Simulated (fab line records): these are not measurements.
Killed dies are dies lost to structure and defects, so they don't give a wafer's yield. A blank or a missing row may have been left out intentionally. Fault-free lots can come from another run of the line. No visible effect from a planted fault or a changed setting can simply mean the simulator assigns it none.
Split-lot experiment :: flow sfq_line :: 23 wafers read across 5 lots, on a route 325 steps long

== ABOUT THE SPLIT ==
At SFQ_TRILAYER_JJ_CE_LITHO_PEB_117 (peb time 60 s), the setting peb_temp_c was moved away from the recipe's 115 C on 9 of the 23 wafers read, by +1.5% to +3.0%. This setting was run at the recipe's value on the other wafers.

== FROM SPLIT TO READING: 1 step shown by the file between the two ==
- SFQ_TRILAYER_JJ_CE_LITHO_DEVELOP_116: time 60 s

== THE READING ==
cd_nm, in nm, at SFQ_TRILAYER_JJ_CE_METRO_MEASURE_117. On this fab line, fault-free wafers typically give 700.3 nm with a standard deviation of 0.99 nm.

wafer: L077.1
tool, chamber at the split: litho_track-04, 0
peb_temp_c as run, C: 115
against the recipe: recipe
cd_nm, nm: 699.7
against lot-mates on the recipe: -

wafer: L077.2
tool, chamber at the split: litho_track-04, 0
peb_temp_c as run, C: 115
against the recipe: recipe
cd_nm, nm: 699.5
against lot-mates on the recipe: -

wafer: L077.3
tool, chamber at the split: litho_track-04, 0
peb_temp_c as run, C: 115
against the recipe: recipe
cd_nm, nm: 698.8
against lot-mates on the recipe: -

wafer: L082.1
tool, chamber at the split: litho_track-02, 0
peb_temp_c as run, C: 116.7
against the recipe: +1.5%
cd_nm, nm: 671.1
against lot-mates on the recipe: -29.0

wafer: L082.2
tool, chamber at the split: litho_track-02, 0
peb_temp_c as run, C: 116.7
against the recipe: +1.5%
cd_nm, nm: 670.4
against lot-mates on the recipe: -29.7

wafer: L082.3
tool, chamber at the split: litho_track-02, 0
peb_temp_c as run, C: 115
against the recipe: recipe
cd_nm, nm: 700.4
against lot-mates on the recipe: -

wafer: L082.5
tool, chamber at the split: litho_track-02, 0
peb_temp_c as run, C: 115
against the recipe: recipe
cd_nm, nm: 700.2
against lot-mates on the recipe: -

wafer: L082.6
tool, chamber at the split: litho_track-02, 0
peb_temp_c as run, C: 115
against the recipe: recipe
cd_nm, nm: 699.6
against lot-mates on the recipe: -

wafer: L083.1
tool, chamber at the split: litho_track-04, 0
peb_temp_c as run, C: 115
against the recipe: recipe
cd_nm, nm: 701.6
against lot-mates on the recipe: -

wafer: L083.2
tool, chamber at the split: litho_track-04, 0
peb_temp_c as run, C: 115
against the recipe: recipe
cd_nm, nm: 700.2
against lot-mates on the recipe: -

wafer: L083.4
tool, chamber at the split: litho_track-04, 0
peb_temp_c as run, C: 117.2
against the recipe: +1.9%
cd_nm, nm: 663.2
against lot-mates on the recipe: -38.0

wafer: L083.5
tool, chamber at the split: litho_track-04, 0
peb_temp_c as run, C: 115
against the recipe: recipe
cd_nm, nm: 701.8
against lot-mates on the recipe: -

wafer: L083.6
tool, chamber at the split: litho_track-04, 0
peb_temp_c as run, C: 117.2
against the recipe: +1.9%
cd_nm, nm: 664.2
against lot-mates on the recipe: -37.0

wafer: L084.1
tool, chamber at the split: litho_track-02, 0
peb_temp_c as run, C: 118.5
against the recipe: +3.0%
cd_nm, nm: 644.6
against lot-mates on the recipe: -57.9

wafer: L084.2
tool, chamber at the split: litho_track-02, 0
peb_temp_c as run, C: 118.5
against the recipe: +3.0%
cd_nm, nm: 644.6
against lot-mates on the recipe: -57.9

wafer: L084.3
tool, chamber at the split: litho_track-02, 0
peb_temp_c as run, C: 115
against the recipe: recipe
cd_nm, nm: 702.3
against lot-mates on the recipe: -

wafer: L084.4
tool, chamber at the split: litho_track-02, 0
peb_temp_c as run, C: 115
against the recipe: recipe
cd_nm, nm: 702.8
against lot-mates on the recipe: -

wafer: L084.5
tool, chamber at the split: litho_track-02, 0
peb_temp_c as run, C: 118.5
against the recipe: +3.0%
cd_nm, nm: 645.1
against lot-mates on the recipe: -57.4

wafer: L085.1
tool, chamber at the split: litho_track-01, 0
peb_temp_c as run, C: 115
against the recipe: recipe
cd_nm, nm: 698.8
against lot-mates on the recipe: -

wafer: L085.2
tool, chamber at the split: litho_track-01, 0
peb_temp_c as run, C: 115
against the recipe: recipe
cd_nm, nm: 699.0
against lot-mates on the recipe: -

wafer: L085.3
tool, chamber at the split: litho_track-01, 0
peb_temp_c as run, C: 117
against the recipe: +1.7%
cd_nm, nm: 665.1
against lot-mates on the recipe: -34.0

wafer: L085.4
tool, chamber at the split: litho_track-01, 0
peb_temp_c as run, C: 115
against the recipe: recipe
cd_nm, nm: 699.4
against lot-mates on the recipe: -

wafer: L085.5
tool, chamber at the split: litho_track-01, 0
peb_temp_c as run, C: 117
against the recipe: +1.7%
cd_nm, nm: 666.3
against lot-mates on the recipe: -32.8

THE FIT
A straight line over all 23 wafers: cd_nm changes by -18.7 nm for each +1% of peb_temp_c; r = -1.00; the points scatter about the line by 1.5 nm.
The same after taking each lot's own level away (the mean of its wafers on the recipe; 23 wafers): -19.1 nm for each +1%; r = -1.00; scatter 0.63 nm.
That fit puts the effect of the largest move of peb_temp_c on the reading at 58 nm.
From 699.07 to 702.55 nm: that is the span of the lots' own levels, equal to 3.5 times the standard deviation above.
Consequently the slope shifts little with the lot-to-lot level, the two slopes agreeing.
Check: for one of the wafers moved furthest among these (+3.0%), held out of the fit, the line's prediction against its lot-mates is -58.5 nm. It came out at -57.9 nm against them.

== THE WHOLE CHAIN: every reading that the file lists as answering this split, in the file's order ==
step: SFQ_TRILAYER_JJ_CE_METRO_MEASURE_117
what it does: 
reading: cd_nm
change (the file's fit): -19.2 nm for each +1% of the setting
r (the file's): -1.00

step: SFQ_TRILAYER_JJ_CE_BARC_OPEN_RIE_150
what it does: chemistry O2, target BARC, target depth 240 nm, time 80 s
reading: JJ.cd_nm (the simulator's own value, which no gauge read)
change (the file's fit): -18.8 nm for each +1% of the setting
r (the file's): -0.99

== FILE'S OWN FIT ==
cd_nm changes by -19.2 nm for each +1% of peb_temp_c, r = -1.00.
